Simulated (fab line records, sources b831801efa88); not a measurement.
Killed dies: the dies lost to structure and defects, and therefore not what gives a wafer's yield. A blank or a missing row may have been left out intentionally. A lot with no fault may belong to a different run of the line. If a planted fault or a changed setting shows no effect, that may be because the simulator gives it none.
A sampling plan put to the test :: flow sky130 :: one fab line, 52 faults that these records tell of, each judged on the records of the lots that it struck
Plan = the line's own looks (route steps where a gauge or an inspection reads the wafer without altering it). A look is open to judgement when struck wafers have a number at it and the file gives its usual mean and standard deviation on fault-free wafers. Caught: the struck wafers' mean, at a look after the fault's first step, is 4 or more of those standard deviations (sigma) away from the usual mean. On the tool: the test repeated on the tool's own readings taken at the fault's steps. Caught also covers a different recipe on the struck wafers, or a record left blank for those wafers only.

THE FAULTS, as the simulator had put them in
1. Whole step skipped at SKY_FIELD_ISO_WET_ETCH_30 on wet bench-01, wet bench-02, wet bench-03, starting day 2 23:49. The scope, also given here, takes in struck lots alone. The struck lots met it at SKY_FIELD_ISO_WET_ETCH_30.
2. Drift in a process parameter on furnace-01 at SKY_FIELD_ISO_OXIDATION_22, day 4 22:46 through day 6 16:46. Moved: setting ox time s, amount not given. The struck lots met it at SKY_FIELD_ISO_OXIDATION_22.
3. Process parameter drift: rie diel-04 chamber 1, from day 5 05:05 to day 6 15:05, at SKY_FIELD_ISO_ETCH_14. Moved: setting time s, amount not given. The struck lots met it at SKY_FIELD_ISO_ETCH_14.
4. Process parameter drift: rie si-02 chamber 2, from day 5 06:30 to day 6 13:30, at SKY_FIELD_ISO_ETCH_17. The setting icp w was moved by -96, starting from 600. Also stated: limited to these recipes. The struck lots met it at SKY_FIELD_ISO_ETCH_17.
5. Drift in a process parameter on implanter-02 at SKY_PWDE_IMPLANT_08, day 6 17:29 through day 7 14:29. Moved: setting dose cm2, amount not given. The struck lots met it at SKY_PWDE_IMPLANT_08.
6. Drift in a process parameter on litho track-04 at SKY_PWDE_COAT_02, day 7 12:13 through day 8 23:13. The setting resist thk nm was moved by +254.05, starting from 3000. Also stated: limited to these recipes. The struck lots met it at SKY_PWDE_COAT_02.
7. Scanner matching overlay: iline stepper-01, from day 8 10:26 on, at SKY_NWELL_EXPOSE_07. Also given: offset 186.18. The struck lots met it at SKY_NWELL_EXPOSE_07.
8. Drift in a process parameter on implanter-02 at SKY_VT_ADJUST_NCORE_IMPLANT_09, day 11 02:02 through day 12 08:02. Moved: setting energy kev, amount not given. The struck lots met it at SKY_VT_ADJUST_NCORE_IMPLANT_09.
9. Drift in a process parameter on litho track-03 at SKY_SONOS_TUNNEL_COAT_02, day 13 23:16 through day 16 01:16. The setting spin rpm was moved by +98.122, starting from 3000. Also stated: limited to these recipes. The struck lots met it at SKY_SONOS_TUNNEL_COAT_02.
10. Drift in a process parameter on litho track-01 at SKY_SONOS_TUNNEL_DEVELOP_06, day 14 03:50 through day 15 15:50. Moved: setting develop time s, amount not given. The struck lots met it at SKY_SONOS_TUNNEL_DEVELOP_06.
11. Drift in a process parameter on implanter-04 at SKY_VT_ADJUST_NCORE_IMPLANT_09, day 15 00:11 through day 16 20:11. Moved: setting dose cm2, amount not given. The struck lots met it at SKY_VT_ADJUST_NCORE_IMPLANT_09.
12. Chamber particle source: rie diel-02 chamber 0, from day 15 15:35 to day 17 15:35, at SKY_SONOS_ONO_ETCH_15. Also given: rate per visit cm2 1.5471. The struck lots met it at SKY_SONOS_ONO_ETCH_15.
13. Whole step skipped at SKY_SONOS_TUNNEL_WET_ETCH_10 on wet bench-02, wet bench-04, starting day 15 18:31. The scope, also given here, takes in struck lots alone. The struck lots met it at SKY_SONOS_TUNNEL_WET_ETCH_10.
14. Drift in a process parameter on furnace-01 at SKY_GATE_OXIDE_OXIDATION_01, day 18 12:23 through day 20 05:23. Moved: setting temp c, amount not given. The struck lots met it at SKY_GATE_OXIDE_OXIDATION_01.
15. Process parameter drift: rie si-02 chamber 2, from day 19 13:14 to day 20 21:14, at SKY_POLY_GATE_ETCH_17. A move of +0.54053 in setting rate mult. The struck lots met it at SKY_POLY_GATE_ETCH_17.
16. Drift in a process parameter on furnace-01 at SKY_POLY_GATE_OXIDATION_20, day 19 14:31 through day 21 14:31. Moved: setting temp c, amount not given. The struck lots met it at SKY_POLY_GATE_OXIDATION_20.
17. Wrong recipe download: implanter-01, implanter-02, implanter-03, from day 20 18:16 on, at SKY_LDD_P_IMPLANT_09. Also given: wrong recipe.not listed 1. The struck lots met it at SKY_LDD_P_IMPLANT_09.
18. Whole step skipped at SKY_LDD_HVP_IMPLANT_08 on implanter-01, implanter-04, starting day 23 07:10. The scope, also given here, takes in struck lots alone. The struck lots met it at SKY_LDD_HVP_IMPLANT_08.
19. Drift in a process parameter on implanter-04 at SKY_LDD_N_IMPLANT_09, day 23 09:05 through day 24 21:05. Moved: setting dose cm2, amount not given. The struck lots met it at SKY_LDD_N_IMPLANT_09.
20. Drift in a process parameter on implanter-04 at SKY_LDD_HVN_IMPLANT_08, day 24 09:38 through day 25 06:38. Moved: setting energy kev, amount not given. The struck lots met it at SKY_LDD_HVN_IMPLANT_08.
21. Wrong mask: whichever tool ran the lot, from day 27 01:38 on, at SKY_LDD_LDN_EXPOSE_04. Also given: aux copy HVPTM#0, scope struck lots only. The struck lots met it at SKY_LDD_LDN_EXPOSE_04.
22. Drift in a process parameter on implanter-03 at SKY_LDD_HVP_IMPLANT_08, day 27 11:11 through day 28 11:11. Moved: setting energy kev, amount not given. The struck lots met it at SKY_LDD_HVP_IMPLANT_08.
23. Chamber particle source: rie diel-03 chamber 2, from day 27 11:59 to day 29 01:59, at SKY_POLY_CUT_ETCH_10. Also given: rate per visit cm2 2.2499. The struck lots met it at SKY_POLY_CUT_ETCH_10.
24. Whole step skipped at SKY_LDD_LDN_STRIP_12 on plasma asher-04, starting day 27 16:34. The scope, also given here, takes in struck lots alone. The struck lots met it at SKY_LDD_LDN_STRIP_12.
25. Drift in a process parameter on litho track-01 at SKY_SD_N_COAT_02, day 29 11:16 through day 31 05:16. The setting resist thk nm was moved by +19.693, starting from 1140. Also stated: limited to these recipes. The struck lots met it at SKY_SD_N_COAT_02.
26. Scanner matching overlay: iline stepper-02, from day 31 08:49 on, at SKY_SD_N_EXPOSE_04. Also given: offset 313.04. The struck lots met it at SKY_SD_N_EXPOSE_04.
27. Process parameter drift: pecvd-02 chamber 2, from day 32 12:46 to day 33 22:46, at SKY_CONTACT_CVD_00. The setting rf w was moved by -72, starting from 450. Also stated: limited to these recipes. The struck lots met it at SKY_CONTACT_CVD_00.
28. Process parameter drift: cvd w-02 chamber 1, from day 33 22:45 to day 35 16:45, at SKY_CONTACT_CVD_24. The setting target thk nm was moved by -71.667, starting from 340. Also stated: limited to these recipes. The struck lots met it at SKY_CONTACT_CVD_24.
29. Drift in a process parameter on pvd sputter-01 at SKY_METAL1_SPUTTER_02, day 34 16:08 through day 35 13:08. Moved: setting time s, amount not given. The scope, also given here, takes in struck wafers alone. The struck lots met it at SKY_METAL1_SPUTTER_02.
30. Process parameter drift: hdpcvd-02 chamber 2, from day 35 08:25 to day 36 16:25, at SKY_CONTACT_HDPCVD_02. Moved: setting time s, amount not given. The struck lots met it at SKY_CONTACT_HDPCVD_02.
31. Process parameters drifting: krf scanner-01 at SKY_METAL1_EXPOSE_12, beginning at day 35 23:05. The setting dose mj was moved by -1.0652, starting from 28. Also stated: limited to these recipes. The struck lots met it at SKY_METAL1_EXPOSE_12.
32. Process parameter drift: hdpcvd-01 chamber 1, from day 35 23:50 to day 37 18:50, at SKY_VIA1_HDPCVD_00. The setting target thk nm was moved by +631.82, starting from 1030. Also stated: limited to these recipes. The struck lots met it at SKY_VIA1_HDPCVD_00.
33. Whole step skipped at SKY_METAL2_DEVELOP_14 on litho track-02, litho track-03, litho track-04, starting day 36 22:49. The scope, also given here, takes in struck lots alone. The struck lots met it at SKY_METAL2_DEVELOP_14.
34. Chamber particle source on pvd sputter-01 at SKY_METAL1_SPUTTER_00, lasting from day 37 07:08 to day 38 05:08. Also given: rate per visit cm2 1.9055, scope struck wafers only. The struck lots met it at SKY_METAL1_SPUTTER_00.
35. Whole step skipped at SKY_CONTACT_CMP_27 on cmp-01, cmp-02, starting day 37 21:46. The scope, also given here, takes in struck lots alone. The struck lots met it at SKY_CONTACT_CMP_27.
36. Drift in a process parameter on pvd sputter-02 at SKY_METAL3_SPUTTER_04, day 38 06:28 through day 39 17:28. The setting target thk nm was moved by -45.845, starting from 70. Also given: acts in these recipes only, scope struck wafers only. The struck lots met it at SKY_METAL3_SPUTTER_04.
37. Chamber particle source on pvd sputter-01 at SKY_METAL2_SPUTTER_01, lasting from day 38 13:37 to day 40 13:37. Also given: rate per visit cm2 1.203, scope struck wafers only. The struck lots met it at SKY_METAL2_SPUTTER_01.
38. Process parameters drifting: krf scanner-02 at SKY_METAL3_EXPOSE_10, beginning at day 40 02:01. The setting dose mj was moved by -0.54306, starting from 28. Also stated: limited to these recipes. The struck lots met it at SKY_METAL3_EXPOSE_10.
39. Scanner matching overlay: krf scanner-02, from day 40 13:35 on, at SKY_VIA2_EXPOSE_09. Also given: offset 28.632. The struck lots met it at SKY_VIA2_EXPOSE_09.
40. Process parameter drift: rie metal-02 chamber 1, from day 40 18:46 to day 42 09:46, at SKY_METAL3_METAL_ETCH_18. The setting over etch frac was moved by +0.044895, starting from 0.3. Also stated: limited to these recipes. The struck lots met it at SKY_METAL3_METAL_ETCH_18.
41. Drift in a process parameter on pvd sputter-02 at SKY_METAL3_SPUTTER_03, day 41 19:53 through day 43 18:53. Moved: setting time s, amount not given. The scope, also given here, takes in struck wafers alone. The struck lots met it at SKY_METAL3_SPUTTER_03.
42. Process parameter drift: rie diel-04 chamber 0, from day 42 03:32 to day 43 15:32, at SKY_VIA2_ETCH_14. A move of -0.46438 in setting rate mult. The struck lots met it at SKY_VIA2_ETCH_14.
43. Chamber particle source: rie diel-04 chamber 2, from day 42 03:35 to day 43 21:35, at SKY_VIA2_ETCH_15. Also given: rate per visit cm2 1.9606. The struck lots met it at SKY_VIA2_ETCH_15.
44. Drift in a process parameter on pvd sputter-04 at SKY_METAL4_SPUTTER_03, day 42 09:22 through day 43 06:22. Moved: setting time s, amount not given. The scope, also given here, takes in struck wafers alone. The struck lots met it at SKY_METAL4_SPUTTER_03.
45. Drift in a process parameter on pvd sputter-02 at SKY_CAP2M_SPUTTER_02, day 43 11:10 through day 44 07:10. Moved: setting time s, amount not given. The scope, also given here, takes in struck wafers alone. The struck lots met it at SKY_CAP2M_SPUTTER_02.
46. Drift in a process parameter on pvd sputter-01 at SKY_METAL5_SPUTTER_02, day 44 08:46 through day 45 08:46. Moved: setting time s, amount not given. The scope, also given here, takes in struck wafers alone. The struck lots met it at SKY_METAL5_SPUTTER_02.
47. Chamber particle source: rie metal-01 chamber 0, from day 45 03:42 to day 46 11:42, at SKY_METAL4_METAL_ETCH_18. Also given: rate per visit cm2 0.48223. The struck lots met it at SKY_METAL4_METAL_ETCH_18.
48. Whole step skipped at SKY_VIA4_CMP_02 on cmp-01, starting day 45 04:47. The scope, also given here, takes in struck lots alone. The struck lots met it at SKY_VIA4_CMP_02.
49. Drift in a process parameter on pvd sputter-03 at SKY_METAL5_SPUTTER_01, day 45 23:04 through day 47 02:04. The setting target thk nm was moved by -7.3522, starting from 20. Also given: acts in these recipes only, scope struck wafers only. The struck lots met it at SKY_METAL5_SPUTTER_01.
50. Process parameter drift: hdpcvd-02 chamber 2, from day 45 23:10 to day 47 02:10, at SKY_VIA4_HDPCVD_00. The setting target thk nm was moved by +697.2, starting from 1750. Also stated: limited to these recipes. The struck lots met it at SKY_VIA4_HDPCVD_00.
51. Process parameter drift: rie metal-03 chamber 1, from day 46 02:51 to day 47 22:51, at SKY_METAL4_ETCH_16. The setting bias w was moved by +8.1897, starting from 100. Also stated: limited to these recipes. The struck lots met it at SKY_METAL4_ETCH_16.
52. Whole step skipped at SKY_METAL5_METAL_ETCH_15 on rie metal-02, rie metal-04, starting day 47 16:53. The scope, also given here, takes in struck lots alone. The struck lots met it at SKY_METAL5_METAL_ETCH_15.

WHAT THE PLAN SAW
fault: 1
on the tool itself: no reading that can be judged
first look that catches it: no look after it can be judged
reading, sigma: -
median hours from its first step to that look: -
hours from the fault's start to the first struck lot there: -
judged looks passed uncaught: 0

fault: 2
on the tool itself: under 2 sigma
first look that catches it: SKY_FIELD_ISO_THK_MEAS_23
reading, sigma: FIELD_ISO_OXIDATION_01_THK +23
median hours from its first step to that look: 1.2
hours from the fault's start to the first struck lot there: 5
judged looks passed uncaught: 0

fault: 3
on the tool itself: run length s -49 sigma
first look that catches it: not the one look that can be judged after it
reading, sigma: -
median hours from its first step to that look: -
hours from the fault's start to the first struck lot there: -
judged looks passed uncaught: 1

fault: 4
on the tool itself: rf fwd power W -38 sigma
first look that catches it: no look after it can be judged
reading, sigma: -
median hours from its first step to that look: -
hours from the fault's start to the first struck lot there: -
judged looks passed uncaught: 0

fault: 5
on the tool itself: dose ions cm2 +99 or beyond sigma
first look that catches it: SKY_PWDE_TW_MEAS_10
reading, sigma: PWDE_TW +37
median hours from its first step to that look: 0.2
hours from the fault's start to the first struck lot there: 2
judged looks passed uncaught: 0

fault: 6
on the tool itself: no reading that can be judged
first look that catches it: not the one look that can be judged after it
reading, sigma: -
median hours from its first step to that look: -
hours from the fault's start to the first struck lot there: -
judged looks passed uncaught: 1

fault: 7
on the tool itself: no reading that can be judged
first look that catches it: SKY_NWELL_OVL_MEAS_10
reading, sigma: NWELL_00_OVL +99 or beyond
median hours from its first step to that look: 10.8
hours from the fault's start to the first struck lot there: 14
judged looks passed uncaught: 0

fault: 8
on the tool itself: beam energy keV +99 or beyond sigma
first look that catches it: SKY_VT_ADJUST_NCORE_TW_MEAS_11
reading, sigma: VT_ADJUST_NCORE_TW +8.9
median hours from its first step to that look: 0.2
hours from the fault's start to the first struck lot there: 5
judged looks passed uncaught: 0

fault: 9
on the tool itself: spin speed rpm +44 sigma
first look that catches it: not the one look that can be judged after it
reading, sigma: -
median hours from its first step to that look: -
hours from the fault's start to the first struck lot there: -
judged looks passed uncaught: 1

fault: 10
on the tool itself: no reading that can be judged
first look that catches it: SKY_SONOS_TUNNEL_CD_MEAS_07
reading, sigma: cd nm -6.3
median hours from its first step to that look: 0.2
hours from the fault's start to the first struck lot there: 12
judged looks passed uncaught: 0

fault: 11
on the tool itself: dose ions cm2 -82 sigma
first look that catches it: SKY_VT_ADJUST_NCORE_TW_MEAS_11
reading, sigma: VT_ADJUST_NCORE_TW -4.8
median hours from its first step to that look: 0.2
hours from the fault's start to the first struck lot there: 1
judged looks passed uncaught: 0

fault: 12
on the tool itself: under 2 sigma
first look that catches it: no look after it can be judged
reading, sigma: -
median hours from its first step to that look: -
hours from the fault's start to the first struck lot there: -
judged looks passed uncaught: 0

fault: 13
on the tool itself: the tool's record is blank for the struck wafers
first look that catches it: no look after it can be judged
reading, sigma: -
median hours from its first step to that look: -
hours from the fault's start to the first struck lot there: -
judged looks passed uncaught: 0

fault: 14
on the tool itself: tube center temp C -99 or beyond sigma
first look that catches it: SKY_GATE_OXIDE_THK_MEAS_02
reading, sigma: GATE_OXIDE_OXIDATION_00_THK -12
median hours from its first step to that look: 1.4
hours from the fault's start to the first struck lot there: 4
judged looks passed uncaught: 0

fault: 15
on the tool itself: only faintly: oes product au +2.6 sigma
first look that catches it: no look after it can be judged
reading, sigma: -
median hours from its first step to that look: -
hours from the fault's start to the first struck lot there: -
judged looks passed uncaught: 0

fault: 16
on the tool itself: spike tc centre C +24 sigma
first look that catches it: SKY_POLY_GATE_THK_MEAS_21
reading, sigma: POLY_GATE_OXIDATION_THK +15
median hours from its first step to that look: 1.3
hours from the fault's start to the first struck lot there: 11
judged looks passed uncaught: 0

fault: 17
on the tool itself: no reading that can be judged
first look that catches it: SKY_LDD_P_TW_MEAS_11
reading, sigma: LDD_P_TW -35
median hours from its first step to that look: 0.2
hours from the fault's start to the first struck lot there: 3
judged looks passed uncaught: 0

fault: 18
on the tool itself: the tool's record is blank for the struck wafers
first look that catches it: SKY_LDD_HVP_TW_MEAS_10
reading, sigma: LDD_HVP_TW -93
median hours from its first step to that look: 0.2
hours from the fault's start to the first struck lot there: 3
judged looks passed uncaught: 0

fault: 19
on the tool itself: dose ions cm2 +99 or beyond sigma
first look that catches it: no look after it can be judged
reading, sigma: -
median hours from its first step to that look: -
hours from the fault's start to the first struck lot there: -
judged looks passed uncaught: 0

fault: 20
on the tool itself: beam energy keV +99 or beyond sigma
first look that catches it: SKY_LDD_HVN_TW_MEAS_10
reading, sigma: LDD_HVN_TW +8.3
median hours from its first step to that look: 0.2
hours from the fault's start to the first struck lot there: 8
judged looks passed uncaught: 0

fault: 21
on the tool itself: under 2 sigma
first look that catches it: SKY_LDD_LDN_TW_MEAS_13
reading, sigma: LDD_LDN_TW -99 or beyond
median hours from its first step to that look: 15.4
hours from the fault's start to the first struck lot there: 19
judged looks passed uncaught: 0

fault: 22
on the tool itself: beam energy keV +99 or beyond sigma
first look that catches it: no look after it can be judged
reading, sigma: -
median hours from its first step to that look: -
hours from the fault's start to the first struck lot there: -
judged looks passed uncaught: 0

fault: 23
on the tool itself: under 2 sigma
first look that catches it: no look after it can be judged
reading, sigma: -
median hours from its first step to that look: -
hours from the fault's start to the first struck lot there: -
judged looks passed uncaught: 0

fault: 24
on the tool itself: the tool's record is blank for the struck wafers
first look that catches it: no look after it can be judged
reading, sigma: -
median hours from its first step to that look: -
hours from the fault's start to the first struck lot there: -
judged looks passed uncaught: 0

fault: 25
on the tool itself: no reading that can be judged
first look that catches it: no look after it can be judged
reading, sigma: -
median hours from its first step to that look: -
hours from the fault's start to the first struck lot there: -
judged looks passed uncaught: 0

fault: 26
on the tool itself: under 2 sigma
first look that catches it: SKY_SD_N_OVL_MEAS_08
reading, sigma: SD_N_OVL +99 or beyond
median hours from its first step to that look: 13.7
hours from the fault's start to the first struck lot there: 22
judged looks passed uncaught: 1

fault: 27
on the tool itself: rf fwd power W -42 sigma
first look that catches it: SKY_CONTACT_THK_MEAS_01
reading, sigma: CONTACT_CVD_00_THK -4.5
median hours from its first step to that look: 0.1
hours from the fault's start to the first struck lot there: 10
judged looks passed uncaught: 0

fault: 28
on the tool itself: under 2 sigma
first look that catches it: SKY_CONTACT_RS_MEAS_25
reading, sigma: CONTACT_W_RS +26
median hours from its first step to that look: 0.1
hours from the fault's start to the first struck lot there: 3
judged looks passed uncaught: 0

fault: 29
on the tool itself: under 2 sigma
first look that catches it: SKY_METAL1_RS_MEAS_05
reading, sigma: METAL1_ALCU_RS -7.1
median hours from its first step to that look: 0.1
hours from the fault's start to the first struck lot there: 15
judged looks passed uncaught: 0

fault: 30
on the tool itself: run length s +29 sigma
first look that catches it: SKY_CONTACT_THK_MEAS_03
reading, sigma: CONTACT_HDPCVD_THK +21
median hours from its first step to that look: 0.1
hours from the fault's start to the first struck lot there: 9
judged looks passed uncaught: 0

fault: 31
on the tool itself: exposure dose mJ cm2 -28 sigma
first look that catches it: not the one look that can be judged after it
reading, sigma: strongest: cd nm at SKY_METAL1_CD_MEAS_15, +3.5
median hours from its first step to that look: -
hours from the fault's start to the first struck lot there: -
judged looks passed uncaught: 1

fault: 32
on the tool itself: no reading that can be judged
first look that catches it: SKY_VIA1_THK_MEAS_01
reading, sigma: VIA1_HDPCVD_THK +61
median hours from its first step to that look: 0.1
hours from the fault's start to the first struck lot there: 17
judged looks passed uncaught: 0

fault: 33
on the tool itself: no reading that can be judged
first look that catches it: no look after it can be judged
reading, sigma: -
median hours from its first step to that look: -
hours from the fault's start to the first struck lot there: -
judged looks passed uncaught: 0

fault: 34
on the tool itself: under 2 sigma
first look that catches it: no look after it can be judged
reading, sigma: -
median hours from its first step to that look: -
hours from the fault's start to the first struck lot there: -
judged looks passed uncaught: 0

fault: 35
on the tool itself: the tool's record is blank for the struck wafers
first look that catches it: no look after it can be judged
reading, sigma: -
median hours from its first step to that look: -
hours from the fault's start to the first struck lot there: -
judged looks passed uncaught: 0

fault: 36
on the tool itself: under 2 sigma
first look that catches it: none of the 2 looks that can be judged after it
reading, sigma: -
median hours from its first step to that look: -
hours from the fault's start to the first struck lot there: -
judged looks passed uncaught: 2

fault: 37
on the tool itself: under 2 sigma
first look that catches it: not the one look that can be judged after it
reading, sigma: -
median hours from its first step to that look: -
hours from the fault's start to the first struck lot there: -
judged looks passed uncaught: 1

fault: 38
on the tool itself: exposure dose mJ cm2 -15 sigma
first look that catches it: none of the 2 looks that can be judged after it
reading, sigma: -
median hours from its first step to that look: -
hours from the fault's start to the first struck lot there: -
judged looks passed uncaught: 2

fault: 39
on the tool itself: under 2 sigma
first look that catches it: SKY_VIA2_OVL_MEAS_13
reading, sigma: VIA2_OVL +4.9
median hours from its first step to that look: 11.7
hours from the fault's start to the first struck lot there: 26
judged looks passed uncaught: 0

fault: 40
on the tool itself: only faintly: oes product au -2.6 sigma
first look that catches it: no look after it can be judged
reading, sigma: -
median hours from its first step to that look: -
hours from the fault's start to the first struck lot there: -
judged looks passed uncaught: 0

fault: 41
on the tool itself: under 2 sigma
first look that catches it: no look after it can be judged
reading, sigma: -
median hours from its first step to that look: -
hours from the fault's start to the first struck lot there: -
judged looks passed uncaught: 0

fault: 42
on the tool itself: oes product au -31 sigma
first look that catches it: no look after it can be judged
reading, sigma: -
median hours from its first step to that look: -
hours from the fault's start to the first struck lot there: -
judged looks passed uncaught: 0

fault: 43
on the tool itself: under 2 sigma
first look that catches it: not the one look that can be judged after it
reading, sigma: -
median hours from its first step to that look: -
hours from the fault's start to the first struck lot there: -
judged looks passed uncaught: 1

fault: 44
on the tool itself: under 2 sigma
first look that catches it: no look after it can be judged
reading, sigma: -
median hours from its first step to that look: -
hours from the fault's start to the first struck lot there: -
judged looks passed uncaught: 0

fault: 45
on the tool itself: under 2 sigma
first look that catches it: SKY_CAP2M_RS_MEAS_03
reading, sigma: CAP2M_TIN_RS +5.2
median hours from its first step to that look: 0.1
hours from the fault's start to the first struck lot there: 3
judged looks passed uncaught: 0

fault: 46
on the tool itself: under 2 sigma
first look that catches it: SKY_METAL5_RS_MEAS_05
reading, sigma: METAL5_ALCU_RS +39
median hours from its first step to that look: 0.1
hours from the fault's start to the first struck lot there: 4
judged looks passed uncaught: 0

fault: 47
on the tool itself: under 2 sigma
first look that catches it: none of the 5 looks that can be judged after it
reading, sigma: -
median hours from its first step to that look: -
hours from the fault's start to the first struck lot there: -
judged looks passed uncaught: 5

fault: 48
on the tool itself: the tool's record is blank for the struck wafers
first look that catches it: SKY_VIA4_BOW_MEAS_03
reading, sigma: VIA4_BOW +8.1
median hours from its first step to that look: 0.2
hours from the fault's start to the first struck lot there: 1
judged looks passed uncaught: 0

fault: 49
on the tool itself: under 2 sigma
first look that catches it: no look after it can be judged
reading, sigma: -
median hours from its first step to that look: -
hours from the fault's start to the first struck lot there: -
judged looks passed uncaught: 0

fault: 50
on the tool itself: no reading that can be judged
first look that catches it: SKY_VIA4_THK_MEAS_01
reading, sigma: VIA4_HDPCVD_THK +43
median hours from its first step to that look: 0.2
hours from the fault's start to the first struck lot there: 4
judged looks passed uncaught: 0

fault: 51
on the tool itself: bias w +28 sigma
first look that catches it: no look after it can be judged
reading, sigma: -
median hours from its first step to that look: -
hours from the fault's start to the first struck lot there: -
judged looks passed uncaught: 0

fault: 52
on the tool itself: the tool's record is blank for the struck wafers
first look that catches it: no look after it can be judged
reading, sigma: -
median hours from its first step to that look: -
hours from the fault's start to the first struck lot there: -
judged looks passed uncaught: 0
A dash: the fault is not caught, or the number is missing from these records.

Caught at a look: 23 of 52. Caught on the tool: 23 of 52. By one or the other: 36 of 52.
On the tool alone, faults 3, 4, 9, 13, 19, 22, 24, 31, 35, 38, 42, 51, 52 were caught.
Caught at a look alone: faults 2, 7, 10, 17, 21, 26, 28, 29, 32, 39, 45, 46, 50.
Caught by neither: faults 1, 6, 12, 15, 23, 25, 33, 34, 36, 37, 40, 41, 43, 44, 47, 49.

THINNER SAMPLING
In the worst case, this is how late the first struck lot would be measured if the look that catches a fault measured only every second or every third lot, by lot number:
fault: 2
struck lots at that look, in order of time: L721, L722
every lot: 5 h
every second lot: 11 h
every third lot: may miss all 2

fault: 5
struck lots at that look, in order of time: L388, L389, L390
every lot: 2 h
every second lot: 7 h
every third lot: 11 h

fault: 7
struck lots at that look, in order of time: L708, L709, L710
every lot: 14 h
every second lot: 26 h
every third lot: 30 h

fault: 8
struck lots at that look, in order of time: L384, L385
every lot: 5 h
every second lot: 11 h
every third lot: may miss all 2

fault: 10
struck lots at that look, in order of time: L737, L739
every lot: 12 h
every second lot: may miss all 2
every third lot: may miss all 2

fault: 11
struck lots at that look, in order of time: L338, L340
every lot: 1 h
every second lot: may miss all 2
every third lot: may miss all 2

fault: 14
struck lots at that look, in order of time: L107, L110
every lot: 4 h
every second lot: 41 h
every third lot: may miss all 2

fault: 16
struck lots at that look, in order of time: L540, L542
every lot: 11 h
every second lot: may miss all 2
every third lot: may miss all 2

fault: 17
struck lots at that look, in order of time: L660, L661, L662
every lot: 3 h
every second lot: 16 h
every third lot: 25 h

fault: 18
struck lots at that look, in order of time: L955, L956
every lot: 3 h
every second lot: 16 h
every third lot: may miss all 2

fault: 20
struck lots at that look, in order of time: L123, L124
every lot: 8 h
every second lot: 16 h
every third lot: may miss all 2

fault: 21
struck lots at that look, in order of time: L730
every lot: 19 h
every second lot: may miss it
every third lot: may miss it

fault: 26
struck lots at that look, in order of time: L538, L540
every lot: 22 h
every second lot: may miss all 2
every third lot: may miss all 2

fault: 27
struck lots at that look, in order of time: L550, L551
every lot: 10 h
every second lot: 11 h
every third lot: may miss all 2

fault: 28
struck lots at that look, in order of time: L128, L130
every lot: 3 h
every second lot: may miss all 2
every third lot: may miss all 2

fault: 29
struck lots at that look, in order of time: L872
every lot: 15 h
every second lot: may miss it
every third lot: may miss it

fault: 30
struck lots at that look, in order of time: L202, L204
every lot: 9 h
every second lot: may miss all 2
every third lot: may miss all 2

fault: 32
struck lots at that look, in order of time: L860, L861
every lot: 17 h
every second lot: 22 h
every third lot: may miss all 2

fault: 39
struck lots at that look, in order of time: L683, L684, L685
every lot: 26 h
every second lot: 34 h
every third lot: 42 h

fault: 45
struck lots at that look, in order of time: L294, L295
every lot: 3 h
every second lot: 12 h
every third lot: may miss all 2

fault: 46
struck lots at that look, in order of time: L256
every lot: 4 h
every second lot: may miss it
every third lot: may miss it

fault: 48
struck lots at that look, in order of time: L215, L216, L217
every lot: 1 h
every second lot: 6 h
every third lot: 15 h

fault: 50
struck lots at that look, in order of time: L798, L799
every lot: 4 h
every second lot: 15 h
every third lot: may miss all 2
The hour figures run from when the fault began to the first measured lot among those it struck. 4 sigma limit: tested on the pooled struck wafers, so a lone lot may be under it. Other struck lots may not be in these records.

THE LONGEST TIMED WAY FROM STEP TO LOOK
For fault 21, SKY_LDD_LDN_EXPOSE_04 and SKY_LDD_LDN_TW_MEAS_13 are separated by a median of 15.4 hours. No look between them can be judged.
